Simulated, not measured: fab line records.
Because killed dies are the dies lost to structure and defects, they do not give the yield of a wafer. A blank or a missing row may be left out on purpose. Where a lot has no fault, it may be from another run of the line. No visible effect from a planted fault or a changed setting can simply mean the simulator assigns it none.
Commonality check across tools ; flow sky130 ; 12 lots, 36 wafers sampled

WHY IT WAS OPENED
2 of 12 lots carry a flag on the reading SD_N_RS at SKY_SD_N_RS_MEAS_16. Fault-free wafers read 68.58 ohm/sq, with a standard deviation of 0.12.
Rule: flag the lot when none of its wafers has a number, or when each of its wafers that has one lies beyond 4 standard deviations from that mean. All remaining lots are regarded as sound.

lot;measured;on;SD_N_RS (ohm/sq), wafer by wafer;flag
L127;day 28 01:10;film_metro-04;68.77 68.70 68.83;
L130;day 29 02:23;film_metro-04;68.66 68.57 68.67;
L131;day 29 04:40;film_metro-04;68.53 68.58 68.54;
L134;day 31 01:43;film_metro-04;68.64 68.69 68.64;
L135;day 31 03:03;film_metro-02;68.42 68.52 68.33;
L136;day 31 06:02;film_metro-04;68.56 68.76 68.42;
L137;day 31 12:46;film_metro-01;68.43 68.33 68.39;
L139;day 32 08:58;film_metro-01;68.61 68.63 68.54;
L143;day 33 07:41;film_metro-01;63.58 63.71 63.71;FLAGGED
L145;day 34 03:17;film_metro-04;63.78 63.86 63.71;FLAGGED
L149;day 34 21:53;film_metro-01;68.54 68.52 68.39;
L150;day 35 10:12;film_metro-02;68.66 68.71 68.63;
The mean of the flagged lots' numbers is 63.73 ohm/sq, -4.85 ohm/sq from the usual (-40 standard deviations).

WHICH TOOL EACH LOT WENT THROUGH
The record holds 2 process steps before the reading, out of a route of 708 steps. In each cell: the tool, then ch and the chambers that the sampled wafers went through, then the start.
lot;flag;SKY_SD_N_IMPLANT_09;SKY_SD_N_STRIP_11
L127;;implanter-02 ch 0, day 28 00:29;plasma_asher-04 ch 0,1, day 28 00:47
L130;;implanter-01 ch 0, day 29 01:42;plasma_asher-01 ch 0,1, day 29 02:00
L131;;implanter-03 ch 0, day 29 03:59;plasma_asher-02 ch 0,1, day 29 04:16
L134;;implanter-02 ch 0, day 31 01:02;plasma_asher-04 ch 0,1, day 31 01:19
L135;;implanter-01 ch 0, day 31 02:23;plasma_asher-04 ch 0,1, day 31 02:40
L136;;implanter-01 ch 0, day 31 05:21;plasma_asher-01 ch 0,1, day 31 05:39
L137;;implanter-02 ch 0, day 31 12:05;plasma_asher-04 ch 0,1, day 31 12:22
L139;;implanter-03 ch 0, day 32 08:17;plasma_asher-01 ch 0,1, day 32 08:34
L143;FLAGGED;implanter-01 ch 0, day 33 06:07;plasma_asher-02 ch 0,1, day 33 07:08
L145;FLAGGED;implanter-03 ch 0, day 34 02:14;plasma_asher-01 ch 0,1, day 34 02:51
L149;;implanter-03 ch 0, day 34 21:12;plasma_asher-01 ch 0,1, day 34 21:29
L150;;implanter-01 ch 0, day 35 09:31;plasma_asher-04 ch 0,1, day 35 09:48
What the steps here do:
- SKY_SD_N_IMPLANT_09
- SKY_SD_N_STRIP_11: strips in O2/N2.
- SKY_SD_N_RS_MEAS_16: measures by four-point-probe.

FLAGGED OVER TOTAL, TOOL BY TOOL (the gauges that took the reading come last)
step;tool;lots run;flagged;share of the flagged lots;sound lots run after its first flagged lot
SKY_SD_N_IMPLANT_09;implanter-01;5;1;some;1 (L150)
SKY_SD_N_IMPLANT_09;implanter-02;3;0;none;-
SKY_SD_N_IMPLANT_09;implanter-03;4;1;some;1 (L149)
SKY_SD_N_STRIP_11;plasma_asher-01;5;1;some;1 (L149)
SKY_SD_N_STRIP_11;plasma_asher-02;2;1;some;0
SKY_SD_N_STRIP_11;plasma_asher-04;5;0;none;-
SKY_SD_N_RS_MEAS_16;film_metro-01;4;1;some;1 (L149)
SKY_SD_N_RS_MEAS_16;film_metro-02;2;0;none;-
SKY_SD_N_RS_MEAS_16;film_metro-04;6;1;some;0

WHAT IS ALLOWED BY THE TABLE
No row of the table ran every flagged lot.

WHAT HAD BEEN PUT IN BY THE SIMULATOR
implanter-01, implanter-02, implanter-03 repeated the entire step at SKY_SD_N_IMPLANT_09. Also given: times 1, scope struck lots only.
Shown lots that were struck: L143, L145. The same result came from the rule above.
